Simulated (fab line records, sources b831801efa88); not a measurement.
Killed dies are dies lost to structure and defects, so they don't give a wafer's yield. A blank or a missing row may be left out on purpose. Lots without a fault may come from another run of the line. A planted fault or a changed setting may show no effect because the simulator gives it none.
Chamber matching | flow gf180mcu | GF_V4_CMP_04 on cmp-02: 4 sister chambers
The step polishes SiO2. 8 wafers are shown with their chamber, then 7 later ones without.

WAFERS WITH THEIR CHAMBER
wafer  | chamber | motor_current_A (A) | time_to_endpoint_s (s)
L459.1 | 2       | 13.5                | 78
L463.1 | 3       | 13.7                | 75
L463.2 | 0       | 11.9                | 75
L466.3 | 1       | 11.8                | 75
L466.4 | 2       | 13.4                | 81
L466.6 | 1       | 11.8                | 81
L471.1 | 0       | 11.4                | 83
L471.2 | 3       | 13.7                | 80

WAFERS WITHOUT THEIR CHAMBER
wafer  | motor_current_A (A) | time_to_endpoint_s (s)
L471.5 | 12.1                | 90
L477.2 | 12.8                | 87
L477.3 | 11.7                | 84
L477.5 | 13.8                | 86
L479.2 | 14.5                | 88
L479.5 | 11.8                | 92
L479.6 | 13.7                | 86

WHICH CHAMBER EACH WENT THROUGH
wafer  | from the rows above          | in truth
L471.5 | can't be placed: 1 or 0      | 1
L477.2 | can't be placed: 2 or 3 or 1 | 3
L477.3 | can't be placed: 0 or 1      | 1
L477.5 | can't be placed: 3 or 2      | 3
L479.2 | can't be placed: 3 or 2      | 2
L479.5 | can't be placed: 0 or 1      | 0
L479.6 | can't be placed: 3 or 2      | 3
Placed correctly: 0 of 7. Can't be placed from these rows: 7 (the true chamber is among the candidates in 7). Placed wrongly: 0.
How it was worked out, from the rows above alone: a wafer's distance from a chamber is the root of the sum, over the readings, of the square of ((its reading less the chamber's mean) divided by the reading's scatter). The wafer belongs to the nearest chamber; if the next one is less than 2 further off, it can't be placed. A chamber's mean is the mean of its shown wafers. The scatter: the root of (the sum of the squares of (reading less its chamber's mean) over the shown wafers, divided by (wafers less chambers)).
